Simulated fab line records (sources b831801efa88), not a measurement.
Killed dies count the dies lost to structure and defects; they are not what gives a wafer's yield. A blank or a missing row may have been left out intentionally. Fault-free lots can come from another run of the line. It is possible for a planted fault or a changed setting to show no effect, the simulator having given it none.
A lot that was struck, set against a sound lot ; flow gf180mcu ; 14 out of 602 route steps
Sound: wafers L875.1, L875.5, L875.6. Struck: wafers L882.1, L882.3, L882.5. The cause comes at the end.
Each step with rows lists, per side, the tool, then ch with its chambers, then its first start. Under that, the readings that differ: sound wafers ; struck wafers ; difference of the means ; sigmas: that difference in standard deviations of wafers without a fault.
alike: same words and numbers on both sides, and readings whose means sit less than 2 such deviations apart. not compared: any withheld reading, any reading some wafer has no value for, any bound like >300 that may hide the same value, and any number with overlapping values for which the record gives no deviation.
The two part at a step that has a row with sigmas, a row that says differs or no value, or rows on one side only. Non-overlapping numbers with no deviation appear without sigmas and do not part them. A reading missing from all wafers of one side parts the sides only when that side holds two or more wafers.

GF_V5_THK_MEAS_01:
  struck on filmMetro-02, day 31 05:34; sound on filmMetro-02, day 29 06:47
  alike: V5_CVD_00_THK
GF_V5_CVD_02: deposits SiO2 from TEOS, target thk 1450 nm, time 163.28 s.
  sound on pecvd-04 ch 0,1, day 29 06:50; struck on pecvd-02 ch 0,1,2, day 31 05:37
  alike: heaterPowerW, susceptorTempC
GF_V5_THK_MEAS_03:
  struck on filmMetro-02, day 31 05:44; sound on filmMetro-02, day 29 06:56
  alike: V5_CVD_02_THK
GF_V5_CMP_04: polishes SiO2.
  sound on cmp-01 ch 0,3, day 29 07:00; struck on cmp-02 ch 1,3, day 31 06:06
  alike: edgeZonePressureFrac, motorCurrentA, slurryFilterDpKPa
GF_V5_BOW_MEAS_05:
  struck on filmMetro-02, day 31 06:21; sound on filmMetro-04, day 29 07:18
  alike: V5_BOW
then, 7 steps without rows for these wafers: GF_V5_DEHYDRATE_06 (time 60 s); GF_V5_HMDS_07 (prime time 60 s); GF_V5_COAT_08; GF_V5_COAT_09 (resist thk 1000 nm); GF_V5_SOFTBAKE_10 (time 60 s); GF_V5_EXPOSE_11 (exposes mask Via5, target cd 260 nm); GF_V5_PEB_12 (peb time 90 s).
GF_V5_DEVELOP_13: develop time 60 s.
  sound on lithoTrack-01 ch 0, day 30 02:36; struck on lithoTrack-01, day 31 23:51
  no value came back on the struck wafers for chillPlateTempC (C), developTimeS (s); on the sound wafers chillPlateTempC (C) reads 23.02 22.90 23.10
reading;sound;struck;difference;sigmas
model.KrF_of_V5_COAT_09.thkNm (nm);989.2 989.1 991;997.7 999.3 999.6;+9.1;
GF_V5_CD_MEAS_14: the cd target is 260 nm.
  struck on cdSem-01, day 32 00:00; sound on cdSem-02, day 30 02:45
reading;sound;struck;difference;sigmas
cdNm (nm);259.7 260.0 258.9;- - -;no value on the struck wafers;

WHERE THEY PART
Earliest at GF_V5_DEVELOP_13; latest, in this record, at GF_V5_CD_MEAS_14.

WHY: what had been put in by the simulator
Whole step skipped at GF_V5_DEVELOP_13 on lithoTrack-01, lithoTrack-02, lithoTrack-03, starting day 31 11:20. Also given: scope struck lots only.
